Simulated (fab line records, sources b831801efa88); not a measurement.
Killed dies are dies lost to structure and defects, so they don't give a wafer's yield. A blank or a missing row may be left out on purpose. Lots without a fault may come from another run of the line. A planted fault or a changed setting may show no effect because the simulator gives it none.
Which tool did it? | flow gf180mcu | 10 lots, 30 wafers sampled, at 5 steps of a route of 602

WHAT THE GAUGES READ, wafer by wafer
GF_TOP_METAL_RS_MEAS_05: measures by four-point-probe.
lot  | measured     | on            | TOP_METAL_ALCU_RS (ohm/sq)
L873 | day 28 07:40 | film_metro-01 | 0.0324 0.0323 0.0321
L876 | day 29 03:16 | film_metro-01 | 0.0324 0.0321 0.0321
L878 | day 29 20:22 | film_metro-01 | 0.0326 0.0324 0.0321
L881 | day 30 17:33 | film_metro-01 | 0.0328 0.0330 0.0331
L883 | day 31 02:59 | film_metro-04 | 0.0330 0.0327 0.0331
L885 | day 31 18:32 | film_metro-01 | 0.0329 0.0325 0.0326
L886 | day 32 01:06 | film_metro-01 | 0.0322 0.0321 0.0322
L889 | day 32 18:36 | film_metro-01 | 0.0326 0.0327 0.0329
L893 | day 33 14:34 | film_metro-04 | 0.0604 0.0605 0.0605
L894 | day 33 18:55 | film_metro-04 | 0.0609 0.0606 0.0618

WHICH TOOL RAN EACH LOT (tool, then ch and the chambers of the sampled wafers, then the start)
lot  | GF_V5_SPUTTER_22             | GF_TOP_METAL_SPUTTER_00      | GF_TOP_METAL_SPUTTER_02      | GF_TOP_METAL_SPUTTER_03
L873 | pvd_sputter-02, day 28 06:49 | pvd_sputter-02, day 28 07:27 | pvd_sputter-02, day 28 07:35 | pvd_sputter-02, day 28 07:37
L876 | pvd_sputter-03, day 29 02:24 | pvd_sputter-02, day 29 03:02 | pvd_sputter-02, day 29 03:10 | pvd_sputter-02, day 29 03:12
L878 | pvd_sputter-03, day 29 19:27 | pvd_sputter-04, day 29 20:09 | pvd_sputter-04, day 29 20:17 | pvd_sputter-04, day 29 20:19
L881 | pvd_sputter-03, day 30 16:42 | pvd_sputter-01, day 30 17:20 | pvd_sputter-01, day 30 17:28 | pvd_sputter-01, day 30 17:30
L883 | pvd_sputter-04, day 31 02:06 | pvd_sputter-01, day 31 02:43 | pvd_sputter-01, day 31 02:50 | pvd_sputter-01, day 31 02:53
L885 | pvd_sputter-04, day 31 17:38 | pvd_sputter-01, day 31 18:16 | pvd_sputter-01, day 31 18:24 | pvd_sputter-01, day 31 18:27
L886 | pvd_sputter-03, day 32 00:15 | pvd_sputter-02, day 32 00:53 | pvd_sputter-02, day 32 01:01 | pvd_sputter-02, day 32 01:04
L889 | pvd_sputter-03, day 32 17:42 | pvd_sputter-02, day 32 18:20 | pvd_sputter-02, day 32 18:28 | pvd_sputter-02, day 32 18:31
L893 | pvd_sputter-04, day 33 13:42 | pvd_sputter-02, day 33 14:20 | pvd_sputter-02, day 33 14:28 | pvd_sputter-02, day 33 14:31
L894 | pvd_sputter-04, day 33 17:57 | pvd_sputter-02, day 33 18:41 | pvd_sputter-02, day 33 18:49 | pvd_sputter-02, day 33 18:52
- GF_V5_SPUTTER_22: material TiN, target thk 10 nm, time 40 s.
- GF_TOP_METAL_SPUTTER_00: material Ti, target thk 37.5 nm, time 150 s.
- GF_TOP_METAL_SPUTTER_02: material AlCu, target thk 900 nm, time 47.82 s.
- GF_TOP_METAL_SPUTTER_03: material Ti, target thk 5 nm, time 3.3 s.

THE ANSWER, worked out from the rows above alone
Rule: what is usual is taken from the lots themselves. Put in order of their means at a reading, lots are off if they are a third of the lots or fewer, leave a main group of 4 or more, and stand apart from it by a gap of 3 or more times the standard deviation of the main group's means; of several such gaps the widest counts. A main group whose means are all the same, to the digits that the tables above print for the reading, isn't used. A lot without any number at a reading at which 4 lots or more have one is off too. The other lots that the step has rows for count as sound.
Off: L893, L894, at GF_TOP_METAL_RS_MEAS_05 (TOP_METAL_ALCU_RS). The main group: mean 0.0325 ohm/sq, standard deviation 0.00031.
A tool fits if, at a process step before that reading, it ran every lot that is off, and no sound lot after the first of them. The gauges at GF_TOP_METAL_RS_MEAS_05 are tried like those tools. Can't be told from this: 3 tools fit, pvd_sputter-04 at GF_V5_SPUTTER_22, pvd_sputter-02 at GF_TOP_METAL_SPUTTER_00 and GF_TOP_METAL_SPUTTER_02 and GF_TOP_METAL_SPUTTER_03, film_metro-04 at GF_TOP_METAL_RS_MEAS_05.

WHAT THE SIMULATOR HAD PUT IN
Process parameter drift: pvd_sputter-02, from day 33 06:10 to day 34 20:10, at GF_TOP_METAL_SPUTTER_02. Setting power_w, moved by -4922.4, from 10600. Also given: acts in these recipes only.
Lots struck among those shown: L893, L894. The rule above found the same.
